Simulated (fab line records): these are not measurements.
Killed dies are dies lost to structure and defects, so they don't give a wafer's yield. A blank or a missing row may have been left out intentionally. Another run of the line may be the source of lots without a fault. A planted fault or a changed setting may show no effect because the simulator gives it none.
A lot that was struck, set against a sound lot | flow sky130 | 43 steps out of a route of 708
Sound: these wafers, L148.3, L148.4, L148.5. The struck wafers were L145.1, L145.2, L145.3. The cause is given at the end.
Each step with rows lists, per side, the tool, then ch with its chambers, then its first start. Under that, the readings that differ: sound wafers | struck wafers | difference of the means | sigmas: that difference in standard deviations of wafers without a fault.
alike: readings with means less than 2 such deviations apart, plus words and numbers identical on both sides. not compared: withheld readings, readings lacking a value on some wafer, bounds such as >300 that could conceal the same value, and numbers that have no deviation in the record and whose values overlap.
A row with sigmas, a row that says differs or no value, or rows on one side alone: a step with any of these is where the two part. Numbers that have no deviation but don't overlap get no sigmas and don't part them. A reading missing from all wafers of one side parts the sides only when that side holds two or more wafers.

first, 1 step without rows for these wafers: SKY_VIA3_ETCH_14 (etches BARC in N2/H2, stops on SiO2, time 45.9 s, target depth 60 nm).
SKY_VIA3_ETCH_15: etches SiO2 in C4F8/O2/Ar, stops on TiN, target depth 507 nm, time 78 s.
  sound on rie_diel-01 ch 1,2,3, day 43 09:13; struck on rie_diel-03 ch 0,1,3, day 42 12:13
  alike: oes_product_au
  not compared: rf_hours_counter_h
then, 6 steps without rows for these wafers: SKY_VIA3_STRIP_16 (strips in O2/N2); SKY_VIA3_STRIP_17 (strips in post etch residue remover, time 1200 s); SKY_VIA3_CLEAN_18 (cleans in IPA, time 180 s); SKY_VIA3_CLEAN_19 (cleans in O3/DIW); SKY_VIA3_SPUTTER_20 (material TiN, target thk 20 nm, time 80 s); SKY_VIA3_CVD_21 (deposits W, target thk 390 nm, time 117.31 s).
SKY_VIA3_RS_MEAS_22: the measuring method here is four-point-probe.
  sound on film_metro-04, day 43 10:06; struck on film_metro-01, day 42 13:04
  alike: VIA3_W_RS
SKY_VIA3_THK_MEAS_23: measures by xrf.
  sound on film_metro-04, day 43 10:12; struck on film_metro-01, day 42 13:11
  alike: VIA3_W_THK
then, 2 steps without rows for these wafers: SKY_VIA3_CMP_24 (polishes, stops on SiO2, t overpolish 20 s, target thk 0 nm); SKY_METAL4_SPUTTER_00 (material Ti, target thk 15 nm, time 10 s).
SKY_METAL4_SPUTTER_01: material TiN, target thk 20 nm, time 16.7 s.
  sound on pvd_sputter-01, day 43 10:34; struck on pvd_sputter-02, day 42 13:34
  alike: throttle_valve_pct
then, 2 steps without rows for these wafers: SKY_METAL4_SPUTTER_02 (material AlCu, target thk 735 nm, time 39.1 s); SKY_METAL4_SPUTTER_03 (material Ti, target thk 5 nm, time 3.3 s).
SKY_METAL4_SPUTTER_04: material TiN, target thk 70 nm, time 58.3 s.
  sound on pvd_sputter-01, day 43 10:38; struck on pvd_sputter-02, day 42 13:39
  alike: throttle_valve_pct
SKY_CAP2M_CVD_00: deposits SiO2, target thk 15.5 nm.
  sound on pecvd-03 ch 0,1,2, day 43 10:41; struck on pecvd-03 ch 0,2, day 42 13:42
  alike: heater_power_w
SKY_CAP2M_THK_MEAS_01:
  sound on film_metro-04, day 43 10:44; struck on film_metro-01, day 42 13:44
  alike: CAP2M_CVD_00_THK
SKY_CAP2M_SPUTTER_02: material TiN, target thk 200 nm, time 166.7 s.
  sound on pvd_sputter-02, day 43 10:46; struck on pvd_sputter-03, day 42 13:47
  alike: substrate_temp_c, throttle_valve_pct
SKY_CAP2M_RS_MEAS_03: the measuring method here is four-point-probe.
  sound on film_metro-02, day 43 10:55; struck on film_metro-01, day 42 13:56
  alike: CAP2M_TIN_RS
SKY_CAP2M_THK_MEAS_04: measures by xrf.
  sound on film_metro-02, day 43 11:01; struck on film_metro-01, day 42 14:04
  alike: CAP2M_TIN_THK
then, 7 steps without rows for these wafers: SKY_CAP2M_DEHYDRATE_05 (time 60 s); SKY_CAP2M_HMDS_06 (prime time 60 s); SKY_CAP2M_COAT_07 (resist thk 1140 nm); SKY_CAP2M_SOFTBAKE_08 (time 60 s); SKY_CAP2M_EXPOSE_09 (exposes mask CAP2M, target cd 1000 nm); SKY_CAP2M_PEB_10; SKY_CAP2M_DEVELOP_11 (develop time 60 s).
SKY_CAP2M_OVL_MEAS_12:
  sound on overlay-01, day 44 09:20; struck on overlay-01, day 43 12:58
  alike: CAP2M_OVL
SKY_CAP2M_METAL_ETCH_13: etches TiN in Cl2/BCl3, stops on SiO2, target depth 220 nm, time 62.9 s.
  sound on rie_metal-02 ch 0,1, day 44 09:23; struck on rie_metal-02 ch 0,1, day 43 13:00
  alike: drypump_motor_current_A, oes_product_au, throttle_valve_pct
  not compared: rf_hours_counter_h
then, 12 steps without rows for these wafers: SKY_CAP2M_STRIP_14 (strips in O2/N2); SKY_CAP2M_STRIP_15 (strips in post etch residue remover, time 1200 s); SKY_CAP2M_CLEAN_16 (cleans in IPA, time 180 s); SKY_CAP2M_CLEAN_17 (cleans in O3/DIW); SKY_METAL4_DEHYDRATE_05 (time 60 s); SKY_METAL4_HMDS_06 (prime time 60 s); SKY_METAL4_COAT_07 (resist thk 60 nm); SKY_METAL4_COAT_08 (resist thk 1140 nm); SKY_METAL4_SOFTBAKE_09 (time 92.46 s); SKY_METAL4_EXPOSE_10 (exposes mask MM4, target cd 300 nm); SKY_METAL4_PEB_11; SKY_METAL4_DEVELOP_12 (develop time 60 s).
-- the record jumps here: 5 days lie between the struck wafers' starts before and after (it left off in module METAL4 and takes up again in module PAD_OPEN, whose first step shown is number 708 of the route) --
SKY_PAD_OPEN_PROBE_99:
  sound on prober-02, day 48 20:29; struck on prober-01, day 48 04:34
  reading                               | sound             | struck            | difference | sigmas
  defect_limited_yield (%)              | 85.8 83.3 81.7    | 75.8 76.2 77.8    | -7.0       | -4
  killed_at_M4_up                       | 0 4 4             | 52 48 20          | +37        | +20
  killed_dies                           | 70 82 90          | 119 117 109       | +34        | +4
  sort_bin_5_function (%)               | 8.9 9.8 11.4      | 16.1 14.8 14.0    | +4.9       | +3
  sort_n_pass                           | 422 410 402       | 373 375 383       | -34        | -4
  sort_yield_pct (%)                    | 85.8 83.3 81.7    | 75.8 76.2 77.8    | -7.0       | -4
  model.etest.tester.sort_n_pass        | 422 410 402       | 373 375 383       | -34        |
  model.etest.tester.sort_yield_pct (%) | 85.77 83.33 81.71 | 75.81 76.22 77.85 | -6.98      |
  model.etest.tester.sort_bin_5_pct (%) | 8.943 9.756 11.38 | 16.06 14.84 14.02 | +4.95      |
  alike: killed_at_M0_to_M3, killed_at_contacts, killed_at_front_end, killed_at_other, killed_open, killed_short, sort_bin_3_pad_short, sort_bin_6_memory
  not compared: model.etest.tester.sort_bin_3_pct

== WHERE THEY PART ==
SKY_PAD_OPEN_PROBE_99 only, going by this record.

WHY: the cause the simulator had injected
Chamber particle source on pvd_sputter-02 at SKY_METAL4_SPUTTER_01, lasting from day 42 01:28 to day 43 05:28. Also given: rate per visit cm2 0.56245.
